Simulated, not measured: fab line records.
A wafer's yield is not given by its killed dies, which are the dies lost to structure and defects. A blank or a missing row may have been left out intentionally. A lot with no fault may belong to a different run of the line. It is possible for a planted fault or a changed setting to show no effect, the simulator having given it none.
Struck lot and sound lot, side by side | flow sky130 | 31 steps out of a route of 708
Sound: these wafers, L731.3, L731.5, L731.6. Wafers struck: L741.1, L741.2, L741.5. The cause is given at the end.
Order at every step that has rows: each side's tool, ch and its chambers, its first start. Under that, the readings that differ: sound wafers | struck wafers | difference of the means | sigmas: that difference in standard deviations of wafers without a fault.
alike: words and numbers the same on both sides, and readings whose means are apart by under 2 such deviations; not compared: readings that were withheld, readings missing a value for some wafer, numbers with overlapping values and no deviation given by the record, and bounds like >300 which may hide the same value.
A row with sigmas, a row that says differs or no value, or rows on one side alone: a step with any of these is where the two part. Non-overlapping numbers with no deviation appear without sigmas and do not part them. A reading that every wafer of one side lacks parts them only if that side has two wafers or more.

first, 1 step without rows for these wafers: SKY_NWELL_IMPLANT_13.
SKY_NWELL_STRIP_14: strips in O2/N2.
  sound on plasmaAsher-02 ch 0,1, day 4 07:48; struck on plasmaAsher-01 ch 0,1, day 6 23:15
  alike: drypumpMotorCurrentA, oesProductAu, stripTimeToEndpointS
  not compared: rfHoursCounterH
SKY_NWELL_TW_MEAS_15:
  sound: filmMetro-04 at day 4 07:53; struck: filmMetro-02 at day 6 23:21
  alike: NWELL_TW
then, 7 steps without rows for these wafers: SKY_NWELL_DEHYDRATE_16 (time 60 s); SKY_NWELL_HMDS_17 (prime time 60 s); SKY_NWELL_COAT_18 (resist thk 3000 nm); SKY_NWELL_SOFTBAKE_19; SKY_NWELL_EXPOSE_20 (exposes mask NWM COMPLEMENT, target cd 840 nm); SKY_NWELL_PEB_21; SKY_NWELL_DEVELOP_22 (develop time 60 s).
SKY_NWELL_OVL_MEAS_23:
  sound: overlay-02 at day 5 00:02; struck: overlay-01 at day 7 18:30
reading           | sound          | struck      | difference | sigmas
NWELL_01_OVL (nm) | -3.6 -2.7 -2.1 | 2.3 2.4 2.0 | +5.0       | +3
following that, these wafers have no rows for 1 step: SKY_NWELL_IMPLANT_24.
SKY_NWELL_STRIP_25: strips in O2/N2.
  sound on plasmaAsher-01 ch 0,1, day 5 00:15; struck on plasmaAsher-01 ch 0,1, day 7 18:41
reading                                | sound             | struck            | difference                    | sigmas
oesProductAu (a.u.)                    | 0.719 0.726 0.723 | 0.961 0.953 0.946 | +0.231                        | +48
stripTimeToEndpointS (s)               | 37.05 36.89 36.93 | - - -             | no value on the struck wafers | 
model.coat_of_NWELL_COAT_18.thkNm (nm) | 0 0 0             | 886.3 887.2 886.2 | +886.6                        | 
  alike: drypumpMotorCurrentA
  not compared: rfHoursCounterH
SKY_NWELL_TW_MEAS_26:
  sound: filmMetro-02 at day 5 00:20; struck: filmMetro-01 at day 7 18:47
  alike: NWELL_2_TW
then, 1 step without rows for these wafers: SKY_NWELL_CLEAN_27 (cleans in SC1/SC2, time 150 s).
SKY_NWELL_RTA_28: time 30 s.
  sound on rtpAnneal-02 ch 0, day 5 00:28; struck on rtpAnneal-02 ch 0, day 7 18:54
  alike: chamberO2Ppm, lampPowerPct, rampUpCPerS, wafer_temp_C_max
SKY_NWELL_RS_MEAS_29: a four-point-probe measurement.
  sound: filmMetro-02 at day 5 00:34; struck: filmMetro-02 at day 7 19:00
  alike: NWELL_RS
SKY_NWELL_RS_MEAS_31: a four-point-probe measurement.
  sound: filmMetro-02 at day 5 00:49; struck: filmMetro-02 at day 7 19:14
  alike: PWDE_RS
then, 7 steps without rows for these wafers: SKY_VT_ADJUST_HVTP_DEHYDRATE_00 (time 60 s); SKY_VT_ADJUST_HVTP_HMDS_01 (prime time 60 s); SKY_VT_ADJUST_HVTP_COAT_02 (resist thk 1140 nm); SKY_VT_ADJUST_HVTP_SOFTBAKE_03 (time 60 s); SKY_VT_ADJUST_HVTP_EXPOSE_04 (exposes mask HVTPM, target cd 380 nm); SKY_VT_ADJUST_HVTP_PEB_05; SKY_VT_ADJUST_HVTP_DEVELOP_06 (develop time 60 s).
SKY_VT_ADJUST_HVTP_CD_MEAS_07: the cd target is 380 nm.
  sound: cdSem-02 at day 5 18:29; struck: cdSem-01 at day 8 14:55
  alike: cdNm
SKY_VT_ADJUST_HVTP_OVL_MEAS_08:
  sound: overlay-01 at day 5 18:36; struck: overlay-01 at day 8 15:02
  alike: VT_ADJUST_HVTP_OVL
following that, these wafers have no rows for 1 step: SKY_VT_ADJUST_HVTP_IMPLANT_09.
SKY_VT_ADJUST_HVTP_STRIP_10: strips in O2/N2.
  sound on plasmaAsher-02 ch 0,1, day 5 19:20; struck on plasmaAsher-01 ch 0,1, day 8 15:13
reading                  | sound             | struck            | difference | sigmas
stripTimeToEndpointS (s) | 14.12 14.18 14.15 | 27.55 27.55 27.57 | +13.41     | +99 or more
  alike: drypumpMotorCurrentA, oesProductAu
  not compared: rfHoursCounterH
SKY_VT_ADJUST_HVTP_TW_MEAS_11:
  sound: filmMetro-03 at day 5 19:25; struck: filmMetro-01 at day 8 15:19
reading           | sound          | struck   | difference | sigmas
VT_ADJUST_HVTP_TW | 1373 1383 1371 | 31 31 31 | -1345      | -99 or more
then, 1 step without rows for these wafers: SKY_VT_ADJUST_LVTN_DEHYDRATE_00 (time 60 s).

## WHERE THEY PART
First at SKY_NWELL_OVL_MEAS_23; last, within this record, at SKY_VT_ADJUST_HVTP_TW_MEAS_11.

WHY: whatever the simulator had introduced
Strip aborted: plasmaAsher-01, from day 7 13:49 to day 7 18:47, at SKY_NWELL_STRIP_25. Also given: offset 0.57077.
